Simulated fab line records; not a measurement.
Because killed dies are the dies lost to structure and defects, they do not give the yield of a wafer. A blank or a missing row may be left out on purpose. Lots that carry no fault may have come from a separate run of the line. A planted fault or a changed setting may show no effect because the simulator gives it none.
A struck lot beside a sound one | flow sky130 | 20 steps out of a route of 708
Sound: wafers L718.2, L718.3, L718.6. Wafers L727.2, L727.3, L727.5 were the ones struck. At the end, the cause is stated.
For every step that has rows: the tool of each side, followed by ch and its chambers, followed by its first start. Under that, the readings that differ: sound wafers | struck wafers | difference of the means | sigmas: that difference in standard deviations of wafers without a fault.
alike: words and numbers the same on both sides, and readings whose means are apart by under 2 such deviations; not compared: readings that were withheld, readings missing a value for some wafer, numbers with overlapping values and no deviation given by the record, and bounds like >300 which may hide the same value.
The two part at a step that has a row with sigmas, a row that says differs or no value, or rows on one side only. Numbers that have no deviation but don't overlap get no sigmas and don't part them. A reading missing from all wafers of one side parts the sides only when that side holds two or more wafers.

SKY_METAL4_SPUTTER_01: material TiN, target thk 20 nm, time 16.7 s.
  sound: pvd_sputter-03 at day 39 10:49; struck: pvd_sputter-04 at day 42 10:46
  alike: throttle_valve_pct
SKY_METAL4_SPUTTER_02: material AlCu, target thk 735 nm, time 39.1 s.
  sound: pvd_sputter-03 at day 39 10:50; struck: pvd_sputter-04 at day 42 10:47
  alike: throttle_valve_pct
SKY_METAL4_SPUTTER_03: material Ti, target thk 5 nm, time 3.3 s.
  sound: pvd_sputter-03 at day 39 10:52; struck: pvd_sputter-04 at day 42 10:50
  alike: throttle_valve_pct
SKY_METAL4_SPUTTER_04: material TiN, target thk 70 nm, time 58.3 s.
  sound: pvd_sputter-03 at day 39 10:53; struck: pvd_sputter-04 at day 42 10:51
  alike: throttle_valve_pct
SKY_CAP2M_CVD_00: deposits SiO2, target thk 15.5 nm.
  sound on pecvd-03 ch 0,2, day 39 10:56; struck on pecvd-03 ch 0,2, day 42 10:54
  alike: heater_power_w
SKY_CAP2M_THK_MEAS_01:
  sound: film_metro-01 at day 39 10:58; struck: film_metro-01 at day 42 10:56
  alike: CAP2M_CVD_00_THK
then, 1 step without rows for these wafers: SKY_CAP2M_SPUTTER_02 (material TiN, target thk 200 nm, time 166.7 s).
SKY_CAP2M_RS_MEAS_03: uses a four-point probe to measure.
  sound: film_metro-01 at day 39 11:09; struck: film_metro-01 at day 42 11:07
  alike: CAP2M_TIN_RS
SKY_CAP2M_THK_MEAS_04: measures by xrf.
  sound: film_metro-01 at day 39 11:16; struck: film_metro-01 at day 42 11:13
  alike: CAP2M_TIN_THK
then, 3 steps without rows for these wafers: SKY_CAP2M_DEHYDRATE_05 (time 60 s); SKY_CAP2M_HMDS_06 (prime time 60 s); SKY_CAP2M_COAT_07 (resist thk 1140 nm).
SKY_CAP2M_SOFTBAKE_08: time 60 s.
  sound on litho_track-02 ch 0, day 39 23:10; struck on litho_track-02 ch 0, day 42 22:04
  reading                                    | sound             | struck            | difference | sigmas
  heater_power_total_W (W)                   | 56.58 56.63 56.57 | 58.77 58.91 58.78 | +2.23      | +53
  plate_temp_C (C)                           | 89.84 89.93 90.01 | 92.49 92.37 92.46 | +2.51      | +18
  model.NOVOLAK_of_CAP2M_COAT_07.thk_nm (nm) | 1135 1136 1134    | 1124 1125 1128    | -9         |
then, 3 steps without rows for these wafers: SKY_CAP2M_EXPOSE_09 (exposes mask CAP2M, target cd 1000 nm); SKY_CAP2M_PEB_10; SKY_CAP2M_DEVELOP_11 (develop time 60 s).
SKY_CAP2M_OVL_MEAS_12:
  sound: overlay-02 at day 40 11:34; struck: overlay-02 at day 43 10:04
  alike: CAP2M_OVL
SKY_CAP2M_METAL_ETCH_13: etches TiN in Cl2/BCl3, stops on SiO2, target depth 220 nm, time 62.9 s.
  sound on rie_metal-04 ch 1, day 40 11:35; struck on rie_metal-03 ch 0,1, day 43 10:06
  reading                                    | sound             | struck          | difference | sigmas
  model.NOVOLAK_of_CAP2M_COAT_07.thk_nm (nm) | 988.9 991.6 988.8 | 980.9 978 985.6 | -8.3       |
  alike: drypump_motor_current_A, oes_product_au, throttle_valve_pct
  not compared: rf_hours_counter_h
then, 1 step without rows for these wafers: SKY_CAP2M_STRIP_14 (strips in O2/N2).
-- the record jumps here: 5 days lie between the struck wafers' starts before and after (it left off in module CAP2M and takes up again in module PAD_OPEN, whose first step shown is number 708 of the route) --
SKY_PAD_OPEN_PROBE_99:
  the record has rows for the struck wafers here (prober-01, day 48 01:43) and none for the sound ones

## WHERE THEY PART
First at SKY_CAP2M_SOFTBAKE_08; last, within this record, at SKY_PAD_OPEN_PROBE_99.

WHY: what the simulator had put in
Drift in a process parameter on litho_track-02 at SKY_CAP2M_SOFTBAKE_08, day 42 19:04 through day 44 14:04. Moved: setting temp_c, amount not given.
